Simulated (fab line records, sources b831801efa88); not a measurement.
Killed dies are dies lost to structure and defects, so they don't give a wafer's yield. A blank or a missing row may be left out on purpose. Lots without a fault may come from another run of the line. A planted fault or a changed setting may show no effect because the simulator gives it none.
fab line records | flow gf180mcu
record lots=15 wafers=45 last_day=34
route steps=602 shown CONTACT@310 M1@318
lots that met no fault: from a run of the same line without faults
start_h: hours from the record's first day to the start of the lot's first wafer shown | wait_h: hours since the lot's step before | " the same as in the row above | L1.1+2: a row that stands for several wafers | - no value, or no start given | * or withheld: withheld | < > ~ a bound
route shown NAME@n: a module of which the file shows steps, and the number in the route of the first | usual: mean/standard deviation of fault-free wafers | same: alike in all rows | chamber/n: place in a boat | sites: the reading at each site | _std_site: their standard deviation | _edge_site: outer sites' mean less inner sites' | radius_mm: how far each site lies from the wafer's centre | mask NAME#n: copy n | behind: the tool/chamber that last shaped the wafer | hold: why the lot was held/for how many hours/how that ended | device: the transistor (n, p or np) that didn't switch | end of line: the same wafers' tests at the end of the route | a step without rows: its recipe alone | killed: dies lost to structure and defects at the first sort, not the wafer's yield | map: a wafer's dies, x killed, . not, _ none there
set.NAME: the setting as run; set.NAME@STEP: as run at that earlier step | model.NAME: the simulator's own value behind a step, which no gauge read
steps of the route over a sample of lots; a table a step, a row a wafer
services: from which hour (start_h, from the record's first day; less than 0 if before it) a tool's chamber was out of use, for how many hours, and why
## steps
# step GF_CONTACT_SPUTTER_23
# recipe material=TiN target_thk_nm=10 chamber_pressure_pa=5 power_w=4000 time_s=40
# usual throttle_valve_pct=29.8/0.54
# columns lot.wafer tool chamber start_h wait_h throttle_valve_pct
L286.2 pvd_sputter-03 - 366.22 0.0 30.0
L286.4 " - " " 29.3
L286.5 " - " " 29.9
L287.2 pvd_sputter-01 - 371.95 0.0 29.7
L287.4 " - " " 29.4
L287.5 " - " " 29.9
L289.1 pvd_sputter-01 - 397.81 0.0 30.4
L289.2 " - " " 29.8
L289.5 " - " " 30.1
L291.2 pvd_sputter-01 - 414.52 0.0 30.4
L291.3 " - " " 29.1
L291.6 " - " " 30.0
L293.1 pvd_sputter-03 - 424.85 0.0 30.1
L293.2 " - " " 29.9
L293.6 " - " " 30.3
L294.2 pvd_sputter-03 - 430.73 0.0 29.7
L294.4 " - " " 30.2
L294.6 " - " " 30.0
L295.1 pvd_sputter-02 - 445.10 0.0 30.6
L295.3 " - " " 29.1
L295.5 " - " " 29.5
L296.1 pvd_sputter-01 - 461.03 0.0 29.9
L296.4 " - " " 29.8
L296.5 " - " " 30.1
L297.4 pvd_sputter-03 - 465.18 0.0 29.6
L297.5 " - " " 29.6
L297.6 " - " " 30.4
L298.1 pvd_sputter-03 - 467.52 0.0 29.4
L298.2 " - " " 29.6
L298.6 " - " " 29.3
L299.2 pvd_sputter-02 - 480.57 0.0 31.1
L299.3 " - " " 30.3
L299.6 " - " " 28.9
L300.1 pvd_sputter-03 - 488.50 0.0 29.9
L300.2 " - " " 30.2
L300.5 " - " " 29.4
L301.1 pvd_sputter-02 - 498.71 0.0 30.2
L301.5 " - " " 31.2
L301.6 " - " " 29.1
L307.1 pvd_sputter-03 - 545.18 0.0 29.9
L307.4 " - " " 30.3
L307.5 " - " " 29.7
L309.4 pvd_sputter-02 - 556.21 0.0 30.3
L309.5 " - " " 29.2
L309.6 " - " " 30.1
# step GF_M1_SPUTTER_03
# recipe material=Ti target_thk_nm=10 substrate_temp_c=300 chamber_pressure_pa=0.3 power_w=3000 time_s=6.7
# usual throttle_valve_pct=29.9/0.91
# columns lot.wafer tool chamber start_h wait_h throttle_valve_pct
L286.2 pvd_sputter-02 - 367.00 0.0 29.4
L286.4 " - " " 29.2
L286.5 " - " " 30.9
L287.2 pvd_sputter-03 - 372.73 0.0 29.9
L287.4 " - " " 30.1
L287.5 " - " " 29.8
L289.1 pvd_sputter-03 - 398.59 0.0 30.4
L289.2 " - " " 29.5
L289.5 " - " " 29.6
L291.2 pvd_sputter-02 - 415.48 0.0 29.3
L291.3 " - " " 29.1
L291.6 " - " " 30.3
L293.1 pvd_sputter-02 - 425.63 0.0 29.2
L293.2 " - " " 30.2
L293.6 " - " " 29.1
L294.2 pvd_sputter-04 - 431.51 0.0 28.4
L294.4 " - " " 30.7
L294.6 " - " " 30.7
L295.1 pvd_sputter-04 - 445.88 0.0 28.8
L295.3 " - " " 28.1
L295.5 " - " " 30.9
L296.1 pvd_sputter-02 - 461.85 0.0 30.4
L296.4 " - " " 29.4
L296.5 " - " " 29.5
L297.4 pvd_sputter-02 - 465.97 0.0 29.3
L297.5 " - " " 30.3
L297.6 " - " " 31.0
L298.1 pvd_sputter-03 - 469.79 0.0 30.4
L298.2 " - " " 30.0
L298.6 " - " " 29.5
L299.2 pvd_sputter-04 - 481.35 0.0 29.3
L299.3 " - " " 30.9
L299.6 " - " " 28.8
L300.1 pvd_sputter-02 - 489.28 0.0 29.4
L300.2 " - " " 30.5
L300.5 " - " " 29.0
L301.1 pvd_sputter-04 - 499.49 0.0 31.1
L301.5 " - " " 29.0
L301.6 " - " " 30.7
L307.1 pvd_sputter-04 - 545.96 0.0 28.3
L307.4 " - " " 31.2
L307.5 " - " " 28.1
L309.4 pvd_sputter-04 - 556.99 0.0 29.3
L309.5 " - " " 30.8
L309.6 " - " " 28.9
# step GF_M1_EXPOSE_11
# recipe mask_id=Metal1 target_cd_nm=230 na=0.68 source_shape=conventional sigma_outer=0.6 dose_mj=28
# usual exposure_dose_mJ_cm2=27.973/0.029 focus_offset_nm=0.0/0.49
# columns lot.wafer tool chamber start_h wait_h mask exposure_dose_mJ_cm2 focus_offset_nm
L286.2 krf_scanner-02 0 379.10 - Metal1#0 27.968 -0.6
L286.4 " 0 " " Metal1#0 27.955 0.1
L286.5 " 0 " " Metal1#0 28.043 0.7
L287.2 krf_scanner-02 0 384.59 - Metal1#0 28.005 0.0
L287.4 " 0 " " Metal1#0 28.001 1.0
L287.5 " 0 " " Metal1#0 27.974 0.2
L289.1 krf_scanner-02 0 410.75 - Metal1#0 27.936 0.9
L289.2 " 0 " " Metal1#0 27.950 0.6
L289.5 " 0 " " Metal1#0 27.997 0.4
L291.2 krf_scanner-01 0 428.09 - Metal1#0 27.961 -0.2
L291.3 " 0 " " Metal1#0 27.970 -0.5
L291.6 " 0 " " Metal1#0 27.972 -0.8
L293.1 krf_scanner-02 0 438.20 - Metal1#0 27.991 -0.7
L293.2 " 0 " " Metal1#0 27.999 0.1
L293.6 " 0 " " Metal1#0 27.948 0.9
L294.2 krf_scanner-02 0 443.39 - Metal1#0 27.982 0.9
L294.4 " 0 " " Metal1#0 27.993 -0.4
L294.6 " 0 " " Metal1#0 27.967 -0.5
L295.1 krf_scanner-02 0 458.77 - Metal1#0 27.970 0.4
L295.3 " 0 " " Metal1#0 28.001 0.2
L295.5 " 0 " " Metal1#0 27.980 -0.2
L296.1 krf_scanner-02 0 473.48 - Metal1#0 27.994 -0.8
L296.4 " 0 " " Metal1#0 27.993 -0.9
L296.5 " 0 " " Metal1#0 28.000 -1.0
L297.4 krf_scanner-01 0 478.53 - Metal1#0 27.959 -0.9
L297.5 " 0 " " Metal1#0 27.980 -0.3
L297.6 " 0 " " Metal1#0 27.971 0.4
L298.1 krf_scanner-02 0 481.87 - Metal1#0 27.945 0.1
L298.2 " 0 " " Metal1#0 27.993 -0.2
L298.6 " 0 " " Metal1#0 27.976 0.1
L299.2 krf_scanner-02 - 492.96 - Metal1#0 - -
L299.3 " - " " Metal1#0 - -
L299.6 " - " " Metal1#0 - -
L300.1 krf_scanner-01 - 501.17 - Metal1#0 - -
L300.2 " - " " Metal1#0 - -
L300.5 " - " " Metal1#0 - -
L301.1 krf_scanner-01 - 511.82 - Metal1#0 - -
L301.5 " - " " Metal1#0 - -
L301.6 " - " " Metal1#0 - -
L307.1 krf_scanner-01 0 557.80 - Metal1#0 27.951 0.8
L307.4 " 0 " " Metal1#0 27.952 -0.2
L307.5 " 0 " " Metal1#0 27.909 -0.2
L309.4 krf_scanner-02 0 567.93 - Metal1#0 27.959 0.2
L309.5 " 0 " " Metal1#0 27.997 0.5
L309.6 " 0 " " Metal1#0 27.966 0.0
# step GF_M1_METAL_ETCH_16
# recipe chemistry=Cl2/BCl3 mask_material=KrF target_depth_nm=750.8 stop_on=SiO2 pressure_mtorr=8 icp_w=800 bias_w=140 Cl2_flow_sccm=80 bcl3_flow_sccm=40 time_s=125.1
# usual drypump_motor_current_A=6.0/0.57 he_backside_leak_sccm=3.35/0.3 oes_product_au=0.993/0.0059 throttle_valve_pct=28.225/0.0091
# columns lot.wafer tool chamber start_h wait_h drypump_motor_current_A he_backside_leak_sccm oes_product_au rf_hours_counter_h throttle_valve_pct
L286.2 rie_metal-04 0 390.64 0.0 5.9 3.00 0.992 6.1 28.223
L286.4 " 0 " " 5.9 3.11 1.000 - 28.233
L286.5 " 0 " " 5.8 2.84 0.998 - 28.206
L287.2 rie_metal-04 1 395.55 0.0 5.8 4.06 0.996 8.0 28.223
L287.4 " 1 " " 5.8 3.39 0.995 - 28.227
L287.5 " 0 " " 5.8 3.11 0.991 - 28.232
L289.1 rie_metal-04 0 422.35 0.0 5.9 3.15 0.995 6.9 28.239
L289.2 " 1 " " 5.8 3.48 0.991 8.7 28.223
L289.5 " 0 " " 5.9 3.27 0.993 - 28.232
L291.2 rie_metal-03 0 440.18 0.0 6.8 3.36 0.996 6.2 28.242
L291.3 " 0 " " 6.8 3.63 0.992 - 28.233
L291.6 " 1 " " 6.4 3.46 0.987 - 28.220
L293.1 rie_metal-04 1 450.21 0.0 5.8 3.43 0.995 9.5 28.230
L293.2 " 0 " " 5.9 3.16 1.005 7.7 28.217
L293.6 " 0 " " 5.9 3.13 1.002 - 28.219
L294.2 rie_metal-02 0 455.48 0.0 5.0 3.22 0.981 9.8 28.235
L294.4 " 1 " " 5.8 3.13 1.002 - 28.241
L294.6 " 1 " " 5.8 3.12 0.986 - 28.217
L295.1 rie_metal-03 0 470.58 0.0 6.8 3.55 0.995 6.8 28.227
L295.3 " 0 " " 6.8 3.51 0.994 - 28.242
L295.5 " 0 " " 6.8 3.45 0.993 - 28.244
L296.1 rie_metal-03 1 485.53 0.0 6.3 3.40 0.993 4.7 28.220
L296.4 " 1 " " 6.3 3.56 0.991 - 28.225
L296.5 " 0 " " 6.8 3.53 0.998 - 28.219
L297.4 rie_metal-02 0 490.47 0.1 5.0 3.17 0.993 - 28.235
L297.5 " 1 " " 5.8 3.11 0.988 - 28.231
L297.6 " 0 " " 5.0 3.32 0.987 - 28.226
L298.1 rie_metal-03 0 493.13 0.0 6.8 3.08 0.992 7.4 28.238
L298.2 " 1 " " 6.4 3.66 0.988 5.0 28.236
L298.6 " 1 " " 6.4 3.76 0.997 - 28.226
L299.2 rie_metal-03 0 505.03 0.0 6.8 3.41 0.992 7.7 28.223
L299.3 " 0 " " 6.8 3.46 1.001 - 28.222
L299.6 " 0 " " 6.8 3.20 0.988 - 28.220
L300.1 rie_metal-04 0 512.98 0.0 5.9 3.21 1.005 9.2 28.197
L300.2 " 1 " " 5.8 3.29 0.994 11.0 28.217
L300.5 " 0 " " 5.9 3.08 0.992 - 28.230
L301.1 rie_metal-02 1 522.53 0.0 5.8 3.19 0.996 10.1 28.218
L301.5 " 0 " " 5.0 3.28 0.992 - 28.234
L301.6 " 1 " " 5.8 3.22 0.991 - 28.231
L307.1 rie_metal-04 0 568.43 0.0 5.8 3.28 0.996 10.7 28.227
L307.4 " 1 " " 5.8 3.62 0.994 - 28.215
L307.5 " 0 " " 5.9 3.17 0.991 - 28.229
L309.4 rie_metal-03 1 578.34 0.1 6.3 3.29 0.997 - 28.214
L309.5 " 1 " " 6.4 3.37 1.005 - 28.226
L309.6 " 0 " " 6.8 3.40 0.991 - 28.223
## services
# columns tool chamber start_h hours kind
rie_metal-04 0 349.89 2.8 repair
pvd_sputter-04 - 359.33 2.2 repair
pvd_sputter-04 - 371.80 10.3 repair
krf_scanner-01 - 378.46 0.9 repair
krf_scanner-01 - 379.75 4.4 pm
krf_scanner-01 - 384.40 7.2 pm
krf_scanner-02 - 390.32 11.8 repair
krf_scanner-01 - 396.63 1.3 repair
krf_scanner-02 0 400.27 - calibration
krf_scanner-01 - 402.17 1.3 pm
krf_scanner-01 - 403.47 1.0 pm
krf_scanner-02 - 409.36 0.8 pm
rie_metal-02 - 432.99 2.8 pm
rie_metal-04 - 438.07 2.8 pm
krf_scanner-01 - 453.56 0.8 pm
rie_metal-02 - 458.52 1.1 repair
krf_scanner-02 - 465.47 1.0 pm
pvd_sputter-01 - 505.61 6.3 repair
pvd_sputter-04 - 516.60 1.7 repair
krf_scanner-02 - 517.71 1.3 pm
rie_metal-03 - 535.59 0.3 repair
krf_scanner-01 - 565.83 1.0 pm
krf_scanner-01 - 566.83 1.3 pm
krf_scanner-02 - 578.23 0.8 pm
## key
first_sign step=GF_M1_EXPOSE_11 reading=tool_record direction=missing
effect none on later readings
met_at GF_M1_EXPOSE_11
struck_lots L299,L300,L301
later_rows_left_out L299.2,L299.3,L299.6,L300.1,L300.2,L300.5,L301.1,L301.5,L301.6
sort_left_out L299.2,L299.3,L299.6,L300.1,L300.2,L300.5,L301.1,L301.5,L301.6
not_acting_at GF_CONTACT_SPUTTER_23,GF_M1_SPUTTER_03,GF_M1_METAL_ETCH_16
onset_between 481.87 492.96
fault kind=skipped_step_whole tool=krf_scanner-01,krf_scanner-02 chamber=- onset_h=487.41 steps=GF_M1_EXPOSE_11 scope=struck_lots_only
# sort_left_out: the simulated sort isn't trusted on such a fault, so these wafers' sort isn't shown, and their yield isn't known
# later_rows_left_out: the simulator's readings of these wafers behind a module that went badly wrong aren't trusted and aren't shown, but for the sort
